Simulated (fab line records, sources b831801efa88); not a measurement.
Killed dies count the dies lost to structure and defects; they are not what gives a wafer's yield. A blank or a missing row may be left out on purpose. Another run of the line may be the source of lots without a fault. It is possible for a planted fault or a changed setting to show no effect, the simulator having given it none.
A lot that was struck, set against a sound lot + flow sky130 + 15 out of 708 route steps
Sound: these wafers, L215.4, L215.5, L215.6. The struck wafers were L225.1, L225.2, L225.4. The cause is named last.
Order at every step that has rows: each side's tool, ch and its chambers, its first start. Under that, the readings that differ: sound wafers + struck wafers + difference of the means + sigmas: that difference in standard deviations of wafers without a fault.
alike: a reading whose means differ by less than 2 such deviations, as well as words and numbers matching on both sides. not compared: withheld readings; readings where some wafer has no value; bounds like >300 that might hide an equal value; numbers whose values overlap and for which the record gives no deviation.
Wherever a step has rows on one side only, a row that says differs or no value, or a row with sigmas, the two part there. Numbers that have no deviation but don't overlap get no sigmas and don't part them. Lack of a reading on every wafer of one side parts them only where that side has two or more wafers.

first, 3 steps without rows for these wafers: SKY_LDD_P_EXPOSE_04 (exposes mask PSDM, target cd 380 nm); SKY_LDD_P_PEB_05; SKY_LDD_P_DEVELOP_06 (develop time 60 s).
SKY_LDD_P_CD_MEAS_07: the cd target is 380 nm.
  sound on cd_sem-02, day 20 06:29; struck on cd_sem-01, day 23 15:56
  alike: cd_nm
SKY_LDD_P_OVL_MEAS_08:
  sound on overlay-02, day 20 06:34; struck on overlay-02, day 23 16:03
| reading        | sound          | struck      | difference | sigmas |
|----------------|----------------|-------------|------------|--------|
| LDD_P_OVL (nm) | -1.8 -1.4 -0.5 | 1.4 1.9 1.5 | +2.8       | +2     |
after that, 1 step had no rows for these wafers: SKY_LDD_P_IMPLANT_09.
SKY_LDD_P_STRIP_10: strips in O2/N2.
  sound on plasma_asher-04 ch 0,1, day 20 06:46; struck on plasma_asher-01 ch 0,1, day 23 16:14
  alike: drypump_motor_current_A, o2_flow_sccm, oes_product_au, strip_time_to_endpoint_s
  not compared: rf_hours_counter_h
SKY_LDD_P_TW_MEAS_11:
  sound on film_metro-04, day 20 06:52; struck on film_metro-02, day 23 16:20
  alike: LDD_P_TW
then, 4 steps without rows for these wafers: SKY_LDD_HVN_DEHYDRATE_00 (time 60 s); SKY_LDD_HVN_HMDS_01 (prime time 60 s); SKY_LDD_HVN_COAT_02 (resist thk 300 nm); SKY_LDD_HVN_SOFTBAKE_03 (time 60 s).
SKY_LDD_HVN_EXPOSE_04: exposes mask HVNTM, target cd 700 nm.
  sound on iline_stepper-02 ch 0, day 20 22:17; struck on iline_stepper-01 ch 0, day 24 07:21
| reading | sound                   | struck                           | difference | sigmas |
|---------|-------------------------|----------------------------------|------------|--------|
| mask    | HVNTM#0 HVNTM#0 HVNTM#0 | HVNTM_R1#0 HVNTM_R1#0 HVNTM_R1#0 | differs    |        |
after that, 1 step had no rows for these wafers: SKY_LDD_HVN_PEB_05.
-- the record jumps here: 25 days lie between the struck wafers' starts before and after (it left off in module LDD_HVN and takes up again in module PAD_OPEN, whose first step shown is number 708 of the route) --
SKY_PAD_OPEN_PROBE_99:
  the record has rows for the struck wafers here (prober-02, day 48 20:28) and none for the sound ones

== WHERE THEY PART ==
At SKY_LDD_P_OVL_MEAS_08 first; at SKY_PAD_OPEN_PROBE_99 last (within this record only).

WHY: what had been put in by the simulator
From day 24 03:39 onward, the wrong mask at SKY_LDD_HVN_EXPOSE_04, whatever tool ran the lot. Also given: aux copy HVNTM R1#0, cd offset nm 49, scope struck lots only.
